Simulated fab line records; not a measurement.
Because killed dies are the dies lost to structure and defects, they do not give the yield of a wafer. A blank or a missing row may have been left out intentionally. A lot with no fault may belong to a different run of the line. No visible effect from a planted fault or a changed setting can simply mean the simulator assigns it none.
A struck lot beside a sound one | flow sky130 | 30 steps out of a route of 708
Sound: the wafers L970.2, L970.3, L970.6. Struck: wafers L978.1, L978.5, L978.6. The cause is named last.
Per side, at each step with rows, come the tool, then ch with its chambers, and then its first start. Under that, the readings that differ: sound wafers | struck wafers | difference of the means | sigmas: that difference in standard deviations of wafers without a fault.
alike: readings whose means differ by less than 2 such deviations, and words and numbers that are the same on both sides. not compared: withheld readings, readings that some wafer has no value for, bounds like >300 that may hide the same value, and numbers for which the record gives no deviation and whose values overlap.
Wherever a step has rows on one side only, a row that says differs or no value, or a row with sigmas, the two part there. When numbers do not overlap yet have no deviation, they are printed without sigmas and do not part them. A reading that every wafer of one side lacks parts them only if that side has two wafers or more.

SKY_LI_CONTACT_OVL_MEAS_13:
  sound on overlay-02, day 30 02:01; struck on overlay-01, day 33 12:10
  alike: LI_CONTACT_OVL
SKY_LI_CONTACT_ETCH_14: etches BARC in N2/H2, stops on SiO2, time 45.9 s, target depth 60 nm.
  sound on rie diel-04 ch 2,3, day 30 02:02; struck on rie diel-02 ch 0,1,2, day 33 12:12
  alike: bias w, drypump motor current A, oes product au, throttle valve pct
  not compared: rf hours counter h
SKY_LI_CONTACT_ETCH_15: etches PSG in C4F8/O2/Ar, stops on Si, target depth 600 nm.
  sound on rie diel-04 ch 2,3, day 30 02:05; struck on rie diel-02 ch 0,1,2, day 33 12:14
  alike: bias w, oes product au
then, 4 steps without rows for these wafers: SKY_LI_CONTACT_STRIP_16 (strips in O2/N2); SKY_LI_CONTACT_CLEAN_17 (cleans in NMP, time 600 s); SKY_LI_CONTACT_PRE_CLEAN_18 (time 5.6 s); SKY_LI_CONTACT_SPUTTER_19 (material Ti, target thk 20 nm, time 106.37 s).
SKY_LI_CONTACT_SPUTTER_20: material TiN, target thk 20 nm, time 80 s.
  sound on pvd sputter-01, day 30 02:32; struck on pvd sputter-04, day 33 12:41
  alike: cathode dc power W, throttle valve pct
SKY_LI_CONTACT_CVD_21: deposits W, target thk 400 nm, time 120.56 s.
  sound on cvd w-02 ch 0,1, day 30 02:36; struck on cvd w-01 ch 0,1, day 33 12:45
  reading            | sound       | struck        | difference | sigmas
  heater power w (W) | 787 755 811 | 1073 983 1074 | +259       | +2
SKY_LI_CONTACT_RS_MEAS_22: a four-point-probe measurement.
  sound on film metro-03, day 30 02:45; struck on film metro-03, day 33 12:53
  alike: LI_CONTACT_W_RS
SKY_LI_CONTACT_THK_MEAS_23: measures by xrf.
  sound on film metro-03, day 30 02:52; struck on film metro-03, day 33 13:00
  alike: LI_CONTACT_W_THK
then, 1 step without rows for these wafers: SKY_LI_CONTACT_CMP_24 (polishes, stops on PSG, t overpolish 20 s, target thk 0 nm).
SKY_LOCAL_INTERCONNECT_SPUTTER_00: material TiN, target thk 100 nm, time 83.3 s.
  sound on pvd sputter-03, day 30 03:13; struck on pvd sputter-03, day 33 13:22
  reading                                                | sound                | struck               | difference | sigmas
  cathode dc power W (W)                                 | 6499.2 6498.4 6498.9 | 7597.2 7594.8 7596.3 | +1097.3    | +99 or more
  model.TiN_of_LOCAL_INTERCONNECT_SPUTTER_00.thk nm (nm) | 100.5 99.62 100.3    | 116.5 117.2 118      | +17.1      |
  alike: throttle valve pct
SKY_LOCAL_INTERCONNECT_RS_MEAS_01: a four-point-probe measurement.
  sound on film metro-04, day 30 03:17; struck on film metro-04, day 33 13:25
  reading                            | sound             | struck            | difference | sigmas
  LOCAL_INTERCONNECT_TIN_RS (ohm/sq) | 14.07 14.20 14.08 | 12.07 12.01 11.93 | -2.11      | -16
SKY_LOCAL_INTERCONNECT_THK_MEAS_02: measures by xrf.
  sound on film metro-04, day 30 03:24; struck on film metro-04, day 33 13:32
  reading                         | sound          | struck            | difference | sigmas
  LOCAL_INTERCONNECT_TIN_THK (nm) | 98.3 97.7 98.3 | 114.3 114.7 114.9 | +16.5      | +14
then, 8 steps without rows for these wafers: SKY_LOCAL_INTERCONNECT_DEHYDRATE_03 (time 60 s); SKY_LOCAL_INTERCONNECT_HMDS_04 (prime time 60 s); SKY_LOCAL_INTERCONNECT_COAT_05 (resist thk 60 nm); SKY_LOCAL_INTERCONNECT_COAT_06 (resist thk 450 nm); SKY_LOCAL_INTERCONNECT_SOFTBAKE_07 (time 90 s); SKY_LOCAL_INTERCONNECT_EXPOSE_08 (exposes mask LI1M, target cd 170 nm); SKY_LOCAL_INTERCONNECT_PEB_09; SKY_LOCAL_INTERCONNECT_DEVELOP_10 (develop time 60 s).
SKY_LOCAL_INTERCONNECT_CD_MEAS_11 targets a cd of 170 nm.
  sound on cd sem-01, day 31 06:13; struck on cd sem-01, day 34 16:29
  alike: cd nm
SKY_LOCAL_INTERCONNECT_OVL_MEAS_12:
  sound on overlay-02, day 31 06:19; struck on overlay-02, day 34 16:37
  alike: LOCAL_INTERCONNECT_OVL
then, 1 step without rows for these wafers: SKY_LOCAL_INTERCONNECT_ETCH_13 (etches BARC in N2/H2, stops on SiO2, time 45.9 s, target depth 60 nm).
SKY_LOCAL_INTERCONNECT_METAL_ETCH_14: etches TiN in Cl2/BCl3, stops on PSG, target depth 110 nm, time 31.4 s.
  sound on rie metal-01 ch 0,1, day 31 06:25; struck on rie metal-04 ch 0,1, day 34 16:43
  reading                | sound                | struck               | difference | sigmas
  oes product au (a.u.)  | 0.942 0.942 0.936    | 0.999 0.996 0.994    | +0.056     | +9
  throttle valve pct (%) | 21.912 21.884 21.903 | 21.876 21.860 21.865 | -0.033     | -4
  alike: bias w, drypump motor current A
  not compared: rf hours counter h
SKY_LOCAL_INTERCONNECT_STRIP_15: strips in O2/N2.
  sound on plasma asher-02 ch 0,1, day 31 06:28; struck on plasma asher-01 ch 0,1, day 34 16:46
  alike: drypump motor current A, oes product au, strip time to endpoint s
  not compared: rf hours counter h
SKY_LOCAL_INTERCONNECT_STRIP_16: strips in post etch residue remover, time 1200 s.
  sound on wet bench-02 ch 3, day 31 06:34; struck on wet bench-02 ch 3, day 34 16:52
  reading                                                | sound            | struck            | difference | sigmas
  model.TiN_of_LOCAL_INTERCONNECT_SPUTTER_00.thk nm (nm) | 100.1 99.2 99.89 | 116.1 116.8 117.6 | +17.1      |
  alike: bath heat duty pct
then, 1 step without rows for these wafers: SKY_LOCAL_INTERCONNECT_CLEAN_17 (cleans in IPA, time 180 s).

WHERE THEY PART
First at SKY_LI_CONTACT_CVD_21; last, within this record, at SKY_LOCAL_INTERCONNECT_METAL_ETCH_14. Later steps at which nothing parts them and some readings are alike: SKY_LOCAL_INTERCONNECT_STRIP_15, SKY_LOCAL_INTERCONNECT_STRIP_16.

WHY: what had been put in by the simulator
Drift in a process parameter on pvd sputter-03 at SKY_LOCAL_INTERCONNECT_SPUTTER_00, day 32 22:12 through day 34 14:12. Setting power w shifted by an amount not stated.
